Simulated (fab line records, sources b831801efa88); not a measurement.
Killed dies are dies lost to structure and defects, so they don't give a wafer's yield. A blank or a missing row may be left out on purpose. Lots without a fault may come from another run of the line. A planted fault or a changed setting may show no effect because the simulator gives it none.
Which tool did it? | flow gf180mcu | 15 lots, 45 wafers sampled, at 4 steps of a route of 602

WHAT THE GAUGES READ, wafer by wafer
GF_M4_CD_MEAS_14: target cd 280 nm.
lot  | measured     | on        | cd_nm (nm)
L711 | day 23 02:45 | cd_sem-02 | 278.5 278.7 279.6
L712 | day 23 12:35 | cd_sem-01 | 281.8 281.2 282.3
L714 | day 24 17:13 | cd_sem-01 | 280.5 280.7 279.4
L715 | day 25 00:07 | cd_sem-01 | 279.5 280.3 279.7
L716 | day 25 08:50 | cd_sem-02 | 280.4 280.6 280.3
L718 | day 26 05:16 | cd_sem-01 | 279.4 277.8 277.8
L719 | day 26 07:29 | cd_sem-01 | 279.9 280.8 279.5
L721 | day 26 18:07 | cd_sem-01 | 279.9 280.2 279.4
L724 | day 27 21:00 | cd_sem-02 | 279.3 280.0 279.3
L725 | day 27 22:34 | cd_sem-02 | 280.2 280.8 281.1
L726 | day 28 09:19 | cd_sem-02 | 280.0 281.5 280.5
L731 | day 29 20:37 | cd_sem-02 | 280.1 278.9 279.9
L732 | day 30 02:16 | cd_sem-01 | 283.3 281.7 281.7
L733 | day 30 06:13 | cd_sem-01 | 278.5 279.7 280.0
L734 | day 30 09:41 | cd_sem-02 | 279.6 278.9 280.5

GF_M4_OVL_MEAS_15.
lot  | measured     | on         | M4_OVL (nm)
L711 | day 23 02:51 | overlay-01 | -4 1 -5
L712 | day 23 12:43 | overlay-01 | -10 1 -3
L714 | day 24 17:20 | overlay-01 | 5 0 -1
L715 | day 25 00:13 | overlay-01 | -6 -6 -6
L716 | day 25 08:55 | overlay-01 | 3 7 -3
L718 | day 26 05:23 | overlay-01 | -2 -4 -6
L719 | day 26 07:35 | overlay-01 | 8 2 -2
L721 | day 26 18:14 | overlay-01 | 3 4 0
L724 | day 27 21:05 | overlay-01 | -2 -7 3
L725 | day 27 22:41 | overlay-01 | 2 3 5
L726 | day 28 09:26 | overlay-02 | 8 4 1
L731 | day 29 20:44 | overlay-02 | -2 1 -1
L732 | day 30 02:23 | overlay-01 | 1 1 7
L733 | day 30 06:20 | overlay-01 | -6 -9 -5
L734 | day 30 09:48 | overlay-02 | 1 0 -4

WHICH TOOL RAN EACH LOT (tool, then ch and the chambers of the sampled wafers, then the start)
lot  | GF_V3_CMP_04                  | GF_M4_SPUTTER_03
L711 | cmp-01 ch 0,1,2, day 21 01:36 | pvd_sputter-01, day 22 03:13
L712 | cmp-01 ch 0,1, day 21 11:56   | pvd_sputter-01, day 22 13:41
L714 | cmp-01 ch 0,1,3, day 22 18:49 | pvd_sputter-02, day 23 19:53
L715 | cmp-02 ch 0,2,3, day 23 00:16 | pvd_sputter-02, day 24 01:17
L716 | cmp-01 ch 0,1, day 23 11:55   | pvd_sputter-02, day 24 11:19
L718 | cmp-02 ch 0,2,3, day 24 09:39 | pvd_sputter-01, day 25 08:24
L719 | cmp-02 ch 0,1,2, day 24 10:55 | pvd_sputter-02, day 25 10:37
L721 | cmp-02 ch 0,2,3, day 24 22:05 | pvd_sputter-03, day 25 21:17
L724 | cmp-02 ch 0,2, day 26 01:04   | pvd_sputter-02, day 27 00:38
L725 | cmp-02 ch 0,1,3, day 26 05:01 | pvd_sputter-03, day 27 02:14
L726 | cmp-01 ch 0,1, day 26 16:13   | pvd_sputter-03, day 27 13:58
L731 | cmp-01 ch 1,3, day 28 04:54   | pvd_sputter-01, day 29 01:57
L732 | cmp-02 ch 2,3, day 28 11:16   | pvd_sputter-01, day 29 08:00
L733 | cmp-01 ch 1,2,3, day 28 15:40 | pvd_sputter-01, day 29 11:56
L734 | cmp-02 ch 1,2,3, day 28 18:07 | pvd_sputter-01, day 29 14:43
- GF_V3_CMP_04: polishes SiO2.
- GF_M4_SPUTTER_03: material Ti, target thk 10 nm, time 6.7 s.

WHAT THE TOOLS THEMSELVES READ (means of the sampled wafers that have a number; where no wafer has one, the mark that the record gives instead)
GF_V3_CMP_04.
lot  | tool   | edge_zone_pressure_frac | motor_current_A (A) | time_to_endpoint_s (s)
L711 | cmp-01 | 1.005                   | 12.6                | 81
L712 | cmp-01 | 0.997                   | 13.0                | 84
L714 | cmp-01 | 1.005                   | 12.2                | 81
L715 | cmp-02 | 1.001                   | 11.6                | 79
L716 | cmp-01 | 0.997                   | 12.8                | 81
L718 | cmp-02 | 0.996                   | 11.7                | 76
L719 | cmp-02 | 0.997                   | 11.8                | 79
L721 | cmp-02 | 1.002                   | 11.2                | 76
L724 | cmp-02 | 0.997                   | 11.2                | 82
L725 | cmp-02 | 1.001                   | 11.8                | 79
L726 | cmp-01 | 1.002                   | 13.0                | 73
L731 | cmp-01 | 1.003                   | 11.2                | 79
L732 | cmp-02 | 1.005                   | 12.2                | 85
L733 | cmp-01 | 0.999                   | 11.6                | 81
L734 | cmp-02 | 0.999                   | 11.7                | 89

GF_M4_SPUTTER_03.
lot  | tool           | cathode_dc_power_W (W) | chamber_pressure_pa (Pa) | throttle_valve_pct (%)
L711 | pvd_sputter-01 | 3000.0                 | 0.2999                   | 29.5
L712 | pvd_sputter-01 | 2999.8                 | 0.2999                   | 29.5
L714 | pvd_sputter-02 | 3000.6                 | 0.2996                   | 29.1
L715 | pvd_sputter-02 | 3000.7                 | 0.3003                   | 29.4
L716 | pvd_sputter-02 | 3000.1                 | 0.3005                   | 29.6
L718 | pvd_sputter-01 | 3000.5                 | 0.2999                   | 29.3
L719 | pvd_sputter-02 | 2999.8                 | 0.2999                   | 29.7
L721 | pvd_sputter-03 | 3000.1                 | 0.2999                   | 29.1
L724 | pvd_sputter-02 | -                      | -                        | -
L725 | pvd_sputter-03 | -                      | -                        | -
L726 | pvd_sputter-03 | -                      | -                        | -
L731 | pvd_sputter-01 | 3000.0                 | 0.3000                   | 28.4
L732 | pvd_sputter-01 | 2999.4                 | 0.3000                   | 28.0
L733 | pvd_sputter-01 | 3000.7                 | 0.3004                   | 28.3
L734 | pvd_sputter-01 | 3000.6                 | 0.2998                   | 29.0

THE ANSWER, worked out from the rows above alone
Rule: what is usual is taken from the lots themselves. Put in order of their means at a reading, lots are off if they are a third of the lots or fewer, leave a main group of 4 or more, and stand apart from it by a gap of 3 or more times the standard deviation of the main group's means; of several such gaps the widest counts. A main group whose means are all the same, to the digits that the tables above print for the reading, isn't used. A lot without any number at a reading at which 4 lots or more have one is off too. The other lots that the step has rows for count as sound. The gauges are gone through in route order, then the tools' own readings, and for those a lot's mean is taken as printed above. The first step at which some lot is off is used, and at that step the reading that is off furthest; a lot without a number counts as furthest.
Off: L724, L725, L726, at GF_M4_SPUTTER_03 (cathode_dc_power_W). Without a number there: L724, L725, L726. The main group: mean 3000.2 W, standard deviation 0.41.
A tool fits if, at that step or a process step before it, it ran every lot that is off, and no sound lot after the first of them. None of those tried fits.

WHAT THE SIMULATOR HAD PUT IN
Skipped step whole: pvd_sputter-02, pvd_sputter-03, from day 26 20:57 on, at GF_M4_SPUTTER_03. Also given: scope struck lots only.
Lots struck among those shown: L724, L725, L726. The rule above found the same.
